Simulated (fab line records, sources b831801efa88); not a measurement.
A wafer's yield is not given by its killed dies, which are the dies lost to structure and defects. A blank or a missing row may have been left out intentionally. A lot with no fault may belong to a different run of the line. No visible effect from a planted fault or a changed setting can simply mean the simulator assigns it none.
fab line records :: flow sky130
record
  lots=4
  wafers=12
  lastDay=49
route steps=708 shown METAL3@556 VIA3@573 PAD_OPEN@708
lots that met no fault: taken from a fault-free run of the same line
startH: hours from the record's opening day to when the first of the lot's shown wafers began :: waitH: time in hours since the lot's previous step :: " repeats the value in the row above :: L1.1+2: a single row standing in for several wafers :: - no value present, or no start provided :: * or withheld: withheld :: < > ~ a bound
route shown NAME@n: NAME is a module with steps in the file, n the number in the route of the first one :: usual: mean and standard deviation over wafers with no fault :: same: alike in all rows :: chamber/n: place in a boat :: sites: each site's reading :: _std_site: standard deviation of those values :: _edge_site: inner sites' mean taken away from outer sites' mean :: radiusMm: how far each site lies from the wafer's centre :: mask NAME#n: copy n :: behind: the last tool/chamber to shape the wafer :: hold: why the lot went on hold/how many hours it stayed there/how the hold came to an end :: device: transistor that didn't switch, given as n, p or np :: end of line: at the end of the route, the tests of the same wafers :: step lacking rows: just its recipe :: killed: dies lost to structure and defects at the first sort, not the wafer's yield :: map: the dies of a wafer, with x for killed, . for not killed, _ for no die there
set.NAME: the setting as run; set.NAME@STEP: as run at that earlier step :: model.NAME: the simulator's own value behind a step, which no gauge read
lots at selected steps of the route; one table per step, one row per wafer
services: a tool's chamber out of use, with start hour (startH, from the record's first day; less than 0 if before it), hours out, and reason
## steps
# step SKY_METAL3_HMDS_06
# recipe
  primeTimeS=60
  primeTempC=120
# step SKY_METAL3_COAT_07
# recipe
  resist=BARC
  tempC=withheld
  timeS=withheld
  spinRpm=3000
  resistThkNm=60
# step SKY_METAL3_COAT_08
# recipe
  resist=KrF-thick
  spinRpm=3000
  resistThkNm=1140
# step SKY_METAL3_SOFTBAKE_09
# recipe
  tempC=100
  timeS=90
  resist=KrF-thick
# step SKY_METAL3_EXPOSE_10
# recipe
  maskId=MM3
  na=0.68
  sourceShape=annular
  sigmaInner=0.4
  sigmaOuter=0.8
  targetCdNm=300
  doseMj=28
# step SKY_METAL3_PEB_11
# recipe
  pebTempC=withheld
  pebTimeS=withheld
  resist=KrF-thick
# step SKY_METAL3_DEVELOP_12
# recipe
  developTimeS=62.18
  resist=KrF-thick
  devTempC=21
# step SKY_METAL3_DESCUM_15
# recipe
  chemistry=O2
  sourcePowerW=150
  biasPowerW=0
  pressureMtorr=10
  tempC=40
  timeS=8
# step SKY_METAL3_ETCH_16
# recipe
  chemistry=N2/H2
  target=BARC
  ionEnergyEv=200
  biasW=100
  pressureMtorr=30
  n2FlowSccm=100
  h2FlowSccm=200
  icpW=500
  stopOn=SiO2
  timeS=88.2
  targetDepthA=600
# step SKY_METAL3_ETCH_17
# recipe
  target=SiO2
  stopOn=TiN
  chemistry=C4F8/O2/Ar
  sourceW=1500
  biasW=1200
  pressureMtorr=40
  c4f8FlowSccm=withheld
  O2_flow_sccm=6
  Ar_flow_sccm=300
  timeS=3.9
  targetDepthA=150
# step SKY_METAL3_METAL_ETCH_18
# recipe
  targetDepthA=8450
  stopOn=SiO2
  overEtchFrac=0.3
  timeS=183.1
  chemistry=Cl2/BCl3
  resistSidewallDeg=88
  pressureMtorr=10
  icpW=900
  biasW=48.5
  Cl2_flow_sccm=60
  bcl3FlowSccm=30
# usual
  drypumpMotorCurrentA=5.7/0.59
  oesProductAu=0.865/0.0072
  throttleValvePct=22.265/0.009
lot.wafer: L719.1
tool: rieMetal-03
chamber: 1
startH: 977.94
waitH: 0.0
drypumpMotorCurrentA: 6.0
oesProductAu: 0.860
rfHoursCounterH: 12
throttleValvePct: 22.260

lot.wafer: L719.3
tool: rieMetal-03
chamber: 0
startH: 977.94
waitH: 0.0
drypumpMotorCurrentA: 5.6
oesProductAu: 0.856
rfHoursCounterH: -
throttleValvePct: 22.261

lot.wafer: L719.6
tool: rieMetal-03
chamber: 1
startH: 977.94
waitH: 0.0
drypumpMotorCurrentA: 6.0
oesProductAu: 0.858
rfHoursCounterH: -
throttleValvePct: 22.279

lot.wafer: L722.3
tool: rieMetal-03
chamber: 0
startH: 988.55
waitH: 0.1
drypumpMotorCurrentA: 5.6
oesProductAu: 0.862
rfHoursCounterH: -
throttleValvePct: 22.267

lot.wafer: L722.4
tool: rieMetal-03
chamber: 1
startH: 988.55
waitH: 0.1
drypumpMotorCurrentA: 6.0
oesProductAu: 0.860
rfHoursCounterH: -
throttleValvePct: 22.278

lot.wafer: L722.5
tool: rieMetal-03
chamber: 1
startH: 988.55
waitH: 0.1
drypumpMotorCurrentA: 6.0
oesProductAu: 0.867
rfHoursCounterH: -
throttleValvePct: 22.262

lot.wafer: L725.1
tool: rieMetal-03
chamber: 1
startH: 1002.64
waitH: 0.0
drypumpMotorCurrentA: 5.9
oesProductAu: 0.865
rfHoursCounterH: 13
throttleValvePct: 22.267

lot.wafer: L725.2
tool: rieMetal-03
chamber: 0
startH: 1002.64
waitH: 0.0
drypumpMotorCurrentA: 5.6
oesProductAu: 0.864
rfHoursCounterH: 12
throttleValvePct: 22.278

lot.wafer: L725.5
tool: rieMetal-03
chamber: 1
startH: 1002.64
waitH: 0.0
drypumpMotorCurrentA: 6.0
oesProductAu: 0.864
rfHoursCounterH: -
throttleValvePct: 22.269

lot.wafer: L730.3
tool: rieMetal-04
chamber: 1
startH: 1037.70
waitH: 0.1
drypumpMotorCurrentA: 5.8
oesProductAu: 0.859
rfHoursCounterH: -
throttleValvePct: 22.262

lot.wafer: L730.4
tool: rieMetal-04
chamber: 0
startH: 1037.70
waitH: 0.1
drypumpMotorCurrentA: 4.7
oesProductAu: 0.862
rfHoursCounterH: -
throttleValvePct: 22.261

lot.wafer: L730.5
tool: rieMetal-04
chamber: 1
startH: 1037.70
waitH: 0.1
drypumpMotorCurrentA: 5.8
oesProductAu: 0.866
rfHoursCounterH: -
throttleValvePct: 22.290
# step SKY_METAL3_STRIP_19
# recipe
  chemistry=O2/N2
  powerW=1400
  pressureMtorr=1500
  platenTempC=withheld
  o2FlowSccm=3000
  n2FlowSccm=300
  overashFraction=0.5
# step SKY_METAL3_STRIP_20
# recipe
  chemistry=postEtchResidueRemover
  timeS=1200
  tempC=72.5
# step SKY_METAL3_CLEAN_21
# recipe
  chemistry=IPA
  timeS=180
  tempC=25
# step SKY_METAL3_CLEAN_22
# recipe
  chemistry=O3/DIW
  dry=n2Spin
# step SKY_VIA3_HDPCVD_00
# recipe
  material=SiO2
  targetThkNm=1635
  sigmaOpenFrac=0.3
  timeS=272.5
  tempC=400
  sih4FlowSccm=60
  pressureMtorr=6
# step SKY_VIA3_CMP_02
# recipe
  material=SiO2
  downForcePsi=4
  platenRpm=60
  padVelocityMS=0.94248
# step SKY_VIA3_DEHYDRATE_04
# recipe
  tempC=200
  timeS=60
# step SKY_VIA3_HMDS_05
# recipe
  primeTimeS=60
  primeTempC=120
# step SKY_VIA3_COAT_06
# recipe
  resist=BARC
  tempC=withheld
  timeS=withheld
  spinRpm=3000
  resistThkNm=60
# step SKY_VIA3_COAT_07
# recipe
  resist=KrF-thick
  spinRpm=2948
  resistThkNm=450
# step SKY_VIA3_SOFTBAKE_08
# recipe
  tempC=100
  timeS=90
  resist=KrF-thick
# step SKY_VIA3_EXPOSE_09
# recipe
  maskId=VIM3
  na=0.8
  sourceShape=annular
  sigmaInner=0.55
  sigmaOuter=0.85
  targetCdNm=200
  doseMj=38
# step SKY_VIA3_PEB_10
# recipe
  pebTempC=withheld
  pebTimeS=withheld
  resist=KrF-thick
# step SKY_VIA3_DEVELOP_11
# recipe
  developTimeS=60
  resist=KrF-thick
  devTempC=21
# step SKY_VIA3_ETCH_14
# recipe
  chemistry=N2/H2
  target=BARC
  ionEnergyEv=200
  sourceW=500
  biasW=100
  pressureMtorr=30
  n2FlowSccm=100
  h2FlowSccm=200
  stopOn=SiO2
  timeS=45.9
  targetDepthA=600
# step SKY_VIA3_ETCH_15
# recipe
  target=SiO2
  chemistry=C4F8/O2/Ar
  targetDepthNm=507
  stopOn=TiN
  maskMaterial=KrF-thick
  sourceW=1500
  biasW=1200
  pressureMtorr=40
  c4f8FlowSccm=withheld
  O2_flow_sccm=6
  Ar_flow_sccm=300
  timeS=78
# step SKY_VIA3_STRIP_16
# recipe
  chemistry=O2/N2
  powerW=1400
  pressureMtorr=1500
  platenTempC=withheld
  o2FlowSccm=3000
  n2FlowSccm=300
  overashFraction=0.5
# step SKY_VIA3_STRIP_17
# recipe
  chemistry=postEtchResidueRemover
  timeS=1200
  tempC=72.5
# step SKY_VIA3_CLEAN_18
# recipe
  chemistry=IPA
  timeS=180
  tempC=25
# step SKY_VIA3_CLEAN_19
# recipe
  chemistry=O3/DIW
  dry=n2Spin
# step SKY_VIA3_SPUTTER_20
# recipe
  material=TiN
  targetThkNm=20
  chamberPressurePa=5
  powerW=4000
  timeS=80
# step SKY_VIA3_CVD_21
# recipe
  material=W
  targetThkNm=390
  timeS=117.31
  tempC=400
  pressureTorr=40
# step SKY_VIA3_CMP_24
# recipe
  stopOn=SiO2
  tOverpolishS=20
  downForcePsi=3.5
  platenRpm=60
  targetThkNm=0
  padVelocityMS=0.94248
# step SKY_PAD_OPEN_PROBE_99
# usual
  defectLimitedYield=82.5/1.8
  killed_at_M0_to_M3=44/6.6
  killed_at_M4_up=2.9/1.8
  killedAtContacts=24/4.8
  killedAtFrontEnd=15/4.5
  killedAtOther=0.3/0.64
  killedDies=86/8.7
  killedOnRim=17/3.8
  killedOpen=47/6.5
  killedShort=39/5.8
  sort_bin_3_pad_short=0.9/0.4
  sort_bin_5_function=10.3/1.4
  sort_bin_6_memory=6.2/1.1
  sortNPass=406/8.7
  sortYieldPct=82.5/1.8
# same
  grossDies=492
  killedAtBackSide=0
  sort_bin_4_leakage[%]=0
  sort_bin_8_speed[%]=0
lot.wafer: L722.3
tool: prober-01
chamber: -
startH: 1145.74
waitH: 0.2
defectLimitedYield[%]: 78.5
killed_at_M0_to_M3: 67
killed_at_M4_up: 4
killedAtContacts: 31
killedAtFrontEnd: 4
killedAtOther: 0
killedDies: 106
killedOnRim: 22
killedOpen: 38
killedShort: 37
sort_bin_3_pad_short[%]: 3.7
sort_bin_5_function[%]: 13.0
sort_bin_6_memory[%]: 4.9
sortNPass: 386
sortYieldPct[%]: 78.5
model.etest.tester.sortNPass: 386
model.etest.tester.sortYieldPct: 78.46
model.etest.tester.sort_bin_5_pct: 13.01
model.etest.tester.sort_bin_3_pct: 3.659

lot.wafer: L722.4
tool: prober-01
chamber: -
startH: 1145.79
waitH: 0.2
defectLimitedYield[%]: 84.6
killed_at_M0_to_M3: 41
killed_at_M4_up: 1
killedAtContacts: 17
killedAtFrontEnd: 17
killedAtOther: 0
killedDies: 76
killedOnRim: 19
killedOpen: 38
killedShort: 38
sort_bin_3_pad_short[%]: 0.2
sort_bin_5_function[%]: 7.7
sort_bin_6_memory[%]: 7.5
sortNPass: 416
sortYieldPct[%]: 84.6
model.etest.tester.sortNPass: 416
model.etest.tester.sortYieldPct: 84.55
model.etest.tester.sort_bin_5_pct: 7.724
model.etest.tester.sort_bin_3_pct: 0.2033

lot.wafer: L722.5
tool: prober-01
chamber: -
startH: 1145.84
waitH: 0.2
defectLimitedYield[%]: 84.3
killed_at_M0_to_M3: 41
killed_at_M4_up: 1
killedAtContacts: 23
killedAtFrontEnd: 12
killedAtOther: 0
killedDies: 77
killedOnRim: 18
killedOpen: 40
killedShort: 37
sort_bin_3_pad_short[%]: 1.0
sort_bin_5_function[%]: 7.5
sort_bin_6_memory[%]: 7.1
sortNPass: 415
sortYieldPct[%]: 84.3
model.etest.tester.sortNPass: 415
model.etest.tester.sortYieldPct: 84.35
model.etest.tester.sort_bin_5_pct: 7.52
model.etest.tester.sort_bin_3_pct: 1.016

lot.wafer: L725.1
tool: prober-02
chamber: -
startH: 1159.57
waitH: 0.1
defectLimitedYield[%]: 82.7
killed_at_M0_to_M3: 46
killed_at_M4_up: 2
killedAtContacts: 25
killedAtFrontEnd: 11
killedAtOther: 1
killedDies: 85
killedOnRim: 27
killedOpen: 41
killedShort: 43
sort_bin_3_pad_short[%]: 0.8
sort_bin_5_function[%]: 8.5
sort_bin_6_memory[%]: 7.9
sortNPass: 407
sortYieldPct[%]: 82.7
model.etest.tester.sortNPass: 407
model.etest.tester.sortYieldPct: 82.72
model.etest.tester.sort_bin_5_pct: 8.537
model.etest.tester.sort_bin_3_pct: 0.813

lot.wafer: L725.2
tool: prober-02
chamber: -
startH: 1159.62
waitH: 0.1
defectLimitedYield[%]: 76.0
killed_at_M0_to_M3: 75
killed_at_M4_up: 1
killedAtContacts: 18
killedAtFrontEnd: 24
killedAtOther: 0
killedDies: 118
killedOnRim: 27
killedOpen: 43
killedShort: 40
sort_bin_3_pad_short[%]: 3.5
sort_bin_5_function[%]: 14.2
sort_bin_6_memory[%]: 6.3
sortNPass: 374
sortYieldPct[%]: 76.0
model.etest.tester.sortNPass: 374
model.etest.tester.sortYieldPct: 76.02
model.etest.tester.sort_bin_5_pct: 14.23
model.etest.tester.sort_bin_3_pct: 3.455

lot.wafer: L725.5
tool: prober-02
chamber: -
startH: 1159.77
waitH: 0.2
defectLimitedYield[%]: 82.9
killed_at_M0_to_M3: 48
killed_at_M4_up: 5
killedAtContacts: 19
killedAtFrontEnd: 12
killedAtOther: 0
killedDies: 84
killedOnRim: 12
killedOpen: 45
killedShort: 39
sort_bin_3_pad_short[%]: 0.2
sort_bin_5_function[%]: 8.9
sort_bin_6_memory[%]: 7.9
sortNPass: 408
sortYieldPct[%]: 82.9
model.etest.tester.sortNPass: 408
model.etest.tester.sortYieldPct: 82.93
model.etest.tester.sort_bin_5_pct: 8.943
model.etest.tester.sort_bin_3_pct: 0.2033

lot.wafer: L730.3
tool: prober-01
chamber: -
startH: 1181.90
waitH: 0.2
defectLimitedYield[%]: 80.7
killed_at_M0_to_M3: 42
killed_at_M4_up: 3
killedAtContacts: 29
killedAtFrontEnd: 21
killedAtOther: 0
killedDies: 95
killedOnRim: 17
killedOpen: 54
killedShort: 41
sort_bin_3_pad_short[%]: 0.8
sort_bin_5_function[%]: 12.8
sort_bin_6_memory[%]: 5.7
sortNPass: 397
sortYieldPct[%]: 80.7
model.etest.tester.sortNPass: 397
model.etest.tester.sortYieldPct: 80.69
model.etest.tester.sort_bin_5_pct: 12.8
model.etest.tester.sort_bin_3_pct: 0.813

lot.wafer: L730.4
tool: prober-01
chamber: -
startH: 1181.95
waitH: 0.2
defectLimitedYield[%]: 84.1
killed_at_M0_to_M3: 38
killed_at_M4_up: 1
killedAtContacts: 19
killedAtFrontEnd: 19
killedAtOther: 1
killedDies: 78
killedOnRim: 10
killedOpen: 47
killedShort: 31
sort_bin_3_pad_short[%]: 1.0
sort_bin_5_function[%]: 9.3
sort_bin_6_memory[%]: 5.5
sortNPass: 414
sortYieldPct[%]: 84.1
model.etest.tester.sortNPass: 414
model.etest.tester.sortYieldPct: 84.15
model.etest.tester.sort_bin_5_pct: 9.35
model.etest.tester.sort_bin_3_pct: 1.016

lot.wafer: L730.5
tool: prober-01
chamber: -
startH: 1182.00
waitH: 0.2
defectLimitedYield[%]: 82.3
killed_at_M0_to_M3: 45
killed_at_M4_up: 1
killedAtContacts: 27
killedAtFrontEnd: 14
killedAtOther: 0
killedDies: 87
killedOnRim: 21
killedOpen: 46
killedShort: 41
sort_bin_3_pad_short[%]: 1.2
sort_bin_5_function[%]: 10.8
sort_bin_6_memory[%]: 5.7
sortNPass: 405
sortYieldPct[%]: 82.3
model.etest.tester.sortNPass: 405
model.etest.tester.sortYieldPct: 82.32
model.etest.tester.sort_bin_5_pct: 10.77
model.etest.tester.sort_bin_3_pct: 1.22
# killed by level:class
L722.3 METAL3:unspecified=31 CONTACT:geometricParticle:open=10 CONTACT:geometricParticle:short=10 VIA1:geometricParticle:open=9 VIA3:geometricParticle:open=4 LI_CONTACT:geometricParticle:open=4 METAL1:geometricParticle:short=4 VIA2:geometricParticle:short=4
L722.4 METAL1:geometricParticle:short=10 VIA1:geometricParticle:open=8 FIELD_ISO:geometricParticle:short=6 LI_CONTACT:geometricParticle:open=6 CONTACT:geometricParticle:open=6 VIA1:geometricParticle:short=6 VIA2:geometricParticle:open=5 VIA3:geometricParticle:short=4
L722.5 VIA1:geometricParticle:open=8 LI_CONTACT:geometricParticle:short=6 CONTACT:geometricParticle:open=6 METAL2:geometricParticle:short=6 VIA2:geometricParticle:open=6 VIA3:geometricParticle:open=6 METAL1:geometricParticle:short=5 FIELD_ISO:geometricParticle:short=4
L725.1 LI_CONTACT:geometricParticle:open=10 METAL2:geometricParticle:short=8 VIA3:geometricParticle:open=8 CONTACT:geometricParticle:open=7 VIA3:geometricParticle:short=7 VIA1:geometricParticle:short=5 VIA1:geometricParticle:open=5 VIA2:geometricParticle:open=5
L725.2 METAL3:unspecified=35 VIA3:geometricParticle:open=9 FIELD_ISO:geometricParticle:short=7 METAL1:geometricParticle:short=6 VIA1:geometricParticle:open=6 VIA2:geometricParticle:open=6 FIELD_ISO:geometricParticle:open=5 POLY_GATE:geometricParticle:short=5
L725.5 VIA1:geometricParticle:open=10 LI_CONTACT:geometricParticle:open=7 METAL1:geometricParticle:short=7 POLY_GATE:geometricParticle:open=6 VIA2:geometricParticle:open=6 VIA3:geometricParticle:short=6 METAL2:geometricParticle:short=6 CONTACT:geometricParticle:open=5
L730.3 VIA1:geometricParticle:open=10 CONTACT:geometricParticle:open=9 LI_CONTACT:geometricParticle:open=8 VIA3:geometricParticle:open=8 POLY_GATE:geometricParticle:open=6 LOCAL_INTERCONNECT:geometricParticle:short=6 CONTACT:geometricParticle:short=6 FIELD_ISO:geometricParticle:open=5
L730.4 VIA1:geometricParticle:open=12 FIELD_ISO:geometricParticle:open=6 VIA2:geometricParticle:open=6 VIA3:geometricParticle:open=6 FIELD_ISO:geometricParticle:short=5 LOCAL_INTERCONNECT:geometricParticle:short=4 LI_CONTACT:geometricParticle:open=4 LI_CONTACT:geometricParticle:short=4
L730.5 VIA1:geometricParticle:open=11 VIA2:geometricParticle:open=9 CONTACT:geometricParticle:short=8 LI_CONTACT:geometricParticle:open=6 LOCAL_INTERCONNECT:geometricParticle:short=6 VIA3:geometricParticle:open=6 VIA2:geometricParticle:short=6 LI_CONTACT:geometricParticle:short=4
# map L722.3 (x killed, . not)
__________...x......_________
________.x.....x...x.._______
______x.........x.x....._____
_____..x..x...x.xxx......____
____x.x..........x........___
___x.x...x....x............__
__xxxxx...x.....x..x..x....._
_xxxxx...x.........x...x.....
_xxxxx..............x....x.x.
_xxxxx.....x....x............
_xxxx....x...................
_xxxx......x.....x.x...x...x.
_xx.x...xx.x...x.............
_.x..........x...x...........
_.x....xx..x.x.x...x.........
__.x.....xx................._
___....x.x.........x...x..x__
____....x.................___
_____.....x.x.x.xxxx.x...____
______.x............x..._____
________.x..x........._______
__________.......x.x_________
# map L725.2 (x killed, . not)
__________.....x...._________
________..x..........._______
______.....x.x....x....._____
_____.x....xxx...........____
____x...xxx.............x.___
___x.x............x.....xx.__
__xxxxx..x....x...x........._
_xxxxxx....x....x.x..........
_xxxxx......x.......x........
_xxxxx.......x........x.x.x.x
_xxxx.x.....xxx.........x..x.
_xxxxx...x........x....xx.x.x
_xxx.xxx..xx..x........x.x...
_x..........x......xx.xx.....
_x...x..........x....x.....x.
__..x...........x.x........._
___..x.....x.......x....x..__
____.x....x..xxx.x......x.___
_____............x...x..x____
______..........x.....x._____
________x....x........_______
__________x........._________
## services
tool: rieMetal-03
chamber: -
startH: 1026.89
hours: 2.8
kind: pm
## key
firstSign
  step=SKY_PAD_OPEN_PROBE_99
  reading=sort_bin_3_pad_short
  direction=up
  sigmas=6.7
  usual=0.9
  struck=3.6
effect
  step=SKY_PAD_OPEN_PROBE_99
  reading=killed_at_M0_to_M3
  direction=up
  sigmas=4.1
  usual=44
  struck=71
modelEffect
  step=SKY_PAD_OPEN_PROBE_99
  value=etest.tester.sortNPass
  without=408.5
  struck=380
metAt SKY_METAL3_METAL_ETCH_18
struckWafers L722.3,L725.2
onsetBetween 977.94 988.55
fault
  kind=chamberParticleSource
  tool=rieMetal-03
  chamber=0
  onsetH=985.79
  steps=SKY_METAL3_METAL_ETCH_18
  ratePerVisitCm2=1.7854
  endH=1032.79
